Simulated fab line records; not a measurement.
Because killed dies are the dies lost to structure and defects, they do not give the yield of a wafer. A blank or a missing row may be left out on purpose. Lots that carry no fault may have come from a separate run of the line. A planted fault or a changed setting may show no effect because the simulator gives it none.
A struck lot beside a sound one	flow sky130	17 steps out of a route of 708
Sound: these wafers, L223.3, L223.4, L223.6. Wafers struck: L234.2, L234.5, L234.6. The cause is named last.
Order at every step that has rows: each side's tool, ch and its chambers, its first start. Under that, the readings that differ: sound wafers	struck wafers	difference of the means	sigmas: that difference in standard deviations of wafers without a fault.
alike: a reading whose means differ by less than 2 such deviations, as well as words and numbers matching on both sides. not compared: withheld readings; readings where some wafer has no value; bounds like >300 that might hide an equal value; numbers whose values overlap and for which the record gives no deviation.
The two part at a step that has a row with sigmas, a row that says differs or no value, or rows on one side only. Non-overlapping numbers with no deviation appear without sigmas and do not part them. A reading missing from all wafers of one side parts the sides only when that side holds two or more wafers.

first, 3 steps without rows for these wafers: SKY_VIA1_EXPOSE_09 (exposes mask VIM, target cd 150 nm); SKY_VIA1_PEB_10; SKY_VIA1_DEVELOP_11 (develop time 60 s).
SKY_VIA1_CD_MEAS_12: target cd 150 nm.
  struck on cd_sem-01, day 39 01:33; sound on cd_sem-02, day 35 07:14
  alike: cd_nm
SKY_VIA1_OVL_MEAS_13:
  struck on overlay-02, day 39 01:40; sound on overlay-01, day 35 07:20
  alike: VIA1_OVL
SKY_VIA1_ETCH_14: etches BARC in N2/H2, stops on SiO2, time 45.9 s, target depth 60 nm.
  sound on rie_diel-04 ch 0,1,2, day 35 07:21; struck on rie_diel-03 ch 2,3, day 39 01:41
reading	sound	struck	difference	sigmas
rf_fwd_power_W (W)	495.4 499.4 495.9	492.6 492.9 493.0	-4.1	-2
throttle_valve_pct (%)	13.247 13.225 13.238	13.224 13.222 13.205	-0.020	-2
  alike: drypump_motor_current_A, h2_flow_sccm, oes_product_au
  not compared: rf_hours_counter_h
SKY_VIA1_ETCH_15: etches SiO2 in C4F8/O2/Ar, stops on TiN, target depth 351 nm, time 54 s.
  sound on rie_diel-04 ch 0,1,2, day 35 07:24; struck on rie_diel-03 ch 2,3, day 39 01:44
  alike: oes_product_au, rf_fwd_power_W
  not compared: rf_hours_counter_h
SKY_VIA1_STRIP_16: strips in O2/N2.
  sound on plasma_asher-01 ch 0,1, day 35 07:29; struck on plasma_asher-01 ch 0,1, day 39 01:47
  alike: drypump_motor_current_A, oes_product_au, strip_time_to_endpoint_s
  not compared: rf_hours_counter_h
then, 3 steps without rows for these wafers: SKY_VIA1_STRIP_17 (strips in post etch residue remover, time 1200 s); SKY_VIA1_CLEAN_18 (cleans in IPA, time 180 s); SKY_VIA1_CLEAN_19 (cleans in O3/DIW).
SKY_VIA1_SPUTTER_20: material TiN, target thk 20 nm, time 80 s.
  struck on pvd_sputter-02, day 39 02:24; sound on pvd_sputter-02, day 35 08:02
  alike: throttle_valve_pct
SKY_VIA1_CVD_21: deposits W, target thk 270 nm, time 80.902 s.
  sound on cvd_w-02 ch 0,1, day 35 08:08; struck on cvd_w-02 ch 0,1, day 39 02:28
reading	sound	struck	difference	sigmas
model.W_of_VIA1_CVD_21.thk_nm (nm)	270.6 270.8 270.4	247.3 254.3 248.3	-20.6	
  alike: heater_power_outer_w, heater_power_w
SKY_VIA1_RS_MEAS_22: measurement is done with a four-point probe.
  struck on film_metro-04, day 39 02:35; sound on film_metro-04, day 35 08:14
reading	sound	struck	difference	sigmas
VIA1_W_RS (ohm/sq)	0.425 0.424 0.425	0.466 0.452 0.464	+0.036	+7
SKY_VIA1_THK_MEAS_23: measures by xrf.
  struck on film_metro-04, day 39 02:41; sound on film_metro-04, day 35 08:20
reading	sound	struck	difference	sigmas
VIA1_W_THK (nm)	271 271 271	249 257 251	-19	-5
SKY_VIA1_CMP_24: polishes, stops on SiO2, t overpolish 15 s, target thk 0 nm.
  sound on cmp-01 ch 0,1, day 35 08:22; struck on cmp-02 ch 0,3, day 39 02:53
  alike: motor_current_A, slurry_flow_ml_min
SKY_PAD_OPEN_PROBE_99:
  sound wafers here have rows in the record (prober-02, day 46 19:18); struck ones have none

== WHERE THEY PART ==
Earliest at SKY_VIA1_ETCH_14; latest, in this record, at SKY_PAD_OPEN_PROBE_99.

WHY: what had been put in by the simulator
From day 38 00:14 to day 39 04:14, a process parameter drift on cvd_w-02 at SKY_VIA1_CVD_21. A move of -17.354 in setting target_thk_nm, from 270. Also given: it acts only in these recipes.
